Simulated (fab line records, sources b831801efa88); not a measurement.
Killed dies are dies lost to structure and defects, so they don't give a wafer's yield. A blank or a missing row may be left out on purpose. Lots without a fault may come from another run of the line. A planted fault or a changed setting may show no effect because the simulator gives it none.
Which tool did it? | flow gf180mcu | 12 lots, 36 wafers sampled, at 5 steps of a route of 602

WHAT THE GAUGES READ, wafer by wafer
GF_HV_LDD_TW_MEAS_11.
lot  | measured     | on            | HV_LDD_TW
L211 | day 10 01:03 | film_metro-03 | 2458 2472 2458
L217 | day 12 08:25 | film_metro-01 | 2781 2801 2794
L218 | day 12 13:26 | film_metro-04 | 2832 2852 2830
L224 | day 14 18:18 | film_metro-04 | 2468 2443 2455
L225 | day 14 20:58 | film_metro-03 | 2448 2443 2446
L226 | day 15 07:15 | film_metro-04 | 2451 2436 2455
L227 | day 15 09:13 | film_metro-04 | 2453 2468 2455
L228 | day 15 16:05 | film_metro-03 | 2451 2433 2449
L229 | day 16 01:29 | film_metro-04 | 2461 2459 2461
L231 | day 16 16:28 | film_metro-03 | 2456 2451 2443
L232 | day 16 22:19 | film_metro-03 | 2449 2444 2450
L233 | day 17 06:34 | film_metro-04 | 2469 2481 2472

GF_HV_LDD_OVL_MEAS_20.
lot  | measured     | on         | HV_LDD_01_OVL (nm)
L211 | day 10 19:37 | overlay-01 | -1.7 -0.6 -1.8
L217 | day 13 03:34 | overlay-01 | -1.6 -1.7 -2.9
L218 | day 13 09:09 | overlay-02 | -1.1 -0.9 -1.7
L224 | day 15 15:54 | overlay-02 | -0.6 -0.3 0.6
L225 | day 15 17:50 | overlay-02 | -1.6 -2.9 -2.4
L226 | day 16 05:24 | overlay-02 | -0.9 -3.1 -1.8
L227 | day 16 06:58 | overlay-02 | -2.8 -1.9 -1.1
L228 | day 16 13:58 | overlay-01 | -1.9 -1.3 -1.0
L229 | day 16 23:11 | overlay-01 | -2.5 -3.6 -1.1
L231 | day 17 14:25 | overlay-02 | -2.6 -4.4 -1.8
L232 | day 17 21:00 | overlay-02 | -2.8 -0.4 -1.4
L233 | day 18 05:15 | overlay-02 | -1.6 -2.8 -4.3

GF_HV_LDD_RS_MEAS_53: measures by four-point-probe.
lot  | measured     | on            | HV_LDD_RS (ohm/sq)
L211 | day 12 11:12 | film_metro-03 | 418.0 417.9 418.0
L217 | day 14 22:24 | film_metro-03 | 334.1 333.4 333.9
L218 | day 15 04:17 | film_metro-01 | 333.8 333.7 334.2
L224 | day 17 13:13 | film_metro-04 | 418.4 419.1 418.6
L225 | day 17 15:12 | film_metro-01 | 419.5 419.2 420.5
L226 | day 18 02:38 | film_metro-01 | 417.9 419.5 419.0
L227 | day 18 03:32 | film_metro-04 | 419.7 419.7 418.5
L228 | day 18 12:16 | film_metro-03 | 418.9 419.6 419.2
L229 | day 18 20:59 | film_metro-03 | 418.4 417.6 419.4
L231 | day 19 12:43 | film_metro-03 | 417.4 418.3 417.6
L232 | day 19 20:41 | film_metro-01 | 417.9 417.8 417.1
L233 | day 20 05:34 | film_metro-01 | 419.3 419.1 418.1

GF_M1_THK_MEAS_06: measures by xrf.
lot  | measured     | on            | M1_ALCU_THK (nm)
L211 | day 16 07:23 | film_metro-03 | 435 447 436
L217 | day 18 23:01 | film_metro-03 | 444 443 441
L218 | day 19 03:32 | film_metro-04 | 438 441 451
L224 | day 21 17:09 | film_metro-02 | 435 438 435
L225 | day 21 20:02 | film_metro-04 | 443 435 441
L226 | day 22 05:20 | film_metro-04 | 437 439 449
L227 | day 22 09:16 | film_metro-02 | 448 440 434
L228 | day 22 17:52 | film_metro-02 | 444 446 439
L229 | day 23 01:52 | film_metro-04 | 441 442 451
L231 | day 23 16:15 | film_metro-02 | 440 446 432
L232 | day 24 00:41 | film_metro-04 | 437 444 437
L233 | day 24 09:19 | film_metro-03 | 443 437 431

WHICH TOOL RAN EACH LOT (tool, then ch and the chambers of the sampled wafers, then the start)
lot  | GF_HV_LDD_IMPLANT_09
L211 | implanter-02 ch 0, day 10 00:49
L217 | implanter-01 ch 0, day 12 08:12
L218 | implanter-01 ch 0, day 12 13:11
L224 | implanter-02 ch 0, day 14 18:03
L225 | implanter-02 ch 0, day 14 20:43
L226 | implanter-01 ch 0, day 15 06:59
L227 | implanter-03 ch 0, day 15 08:58
L228 | implanter-01 ch 0, day 15 15:50
L229 | implanter-01 ch 0, day 16 01:17
L231 | implanter-01 ch 0, day 16 16:13
L232 | implanter-01 ch 0, day 16 22:04
L233 | implanter-03 ch 0, day 17 06:19
- GF_HV_LDD_IMPLANT_09

WHAT THE TOOLS THEMSELVES READ (means of the sampled wafers that have a number; where no wafer has one, the mark that the record gives instead)
GF_HV_LDD_IMPLANT_09.
lot  | tool         | dose_ions_cm2 | faraday_current_uA | tilt_deg (degrees)
L211 | implanter-02 | 9.996e+13     | 564                | 6.989
L217 | implanter-01 | 1.780e+14     | 1004               | 7.002
L218 | implanter-01 | 1.778e+14     | 996                | 6.996
L224 | implanter-02 | 1.000e+14     | 561                | 7.006
L225 | implanter-02 | 9.997e+13     | 567                | 6.995
L226 | implanter-01 | 9.987e+13     | 569                | 7.014
L227 | implanter-03 | 1.000e+14     | 563                | 7.000
L228 | implanter-01 | 1.000e+14     | 568                | 6.999
L229 | implanter-01 | 9.999e+13     | 569                | 6.974
L231 | implanter-01 | 1.001e+14     | 548                | 6.977
L232 | implanter-01 | 9.998e+13     | 563                | 7.009
L233 | implanter-03 | 9.990e+13     | 561                | 6.976

THE ANSWER, worked out from the rows above alone
Rule: what is usual is taken from the lots themselves. Put in order of their means at a reading, lots are off if they are a third of the lots or fewer, leave a main group of 4 or more, and stand apart from it by a gap of 3 or more times the standard deviation of the main group's means; of several such gaps the widest counts. A main group whose means are all the same, to the digits that the tables above print for the reading, isn't used. A lot without any number at a reading at which 4 lots or more have one is off too. The other lots that the step has rows for count as sound. The gauges are gone through in route order, then the tools' own readings, and for those a lot's mean is taken as printed above. The first step at which some lot is off is used, and at that step the reading that is off furthest; a lot without a number counts as furthest.
Off: L217, L218, at GF_HV_LDD_TW_MEAS_11 (HV_LDD_TW). The main group: mean 2455, standard deviation 8.9.
A tool fits if, at a process step before that reading, it ran every lot that is off, and no sound lot after the first of them. The gauges at GF_HV_LDD_TW_MEAS_11 aren't tried: what is off there is off at GF_HV_LDD_IMPLANT_09 too, on other tools, and a gauge's error can't cause that. None of those tried fits.

WHAT THE SIMULATOR HAD PUT IN
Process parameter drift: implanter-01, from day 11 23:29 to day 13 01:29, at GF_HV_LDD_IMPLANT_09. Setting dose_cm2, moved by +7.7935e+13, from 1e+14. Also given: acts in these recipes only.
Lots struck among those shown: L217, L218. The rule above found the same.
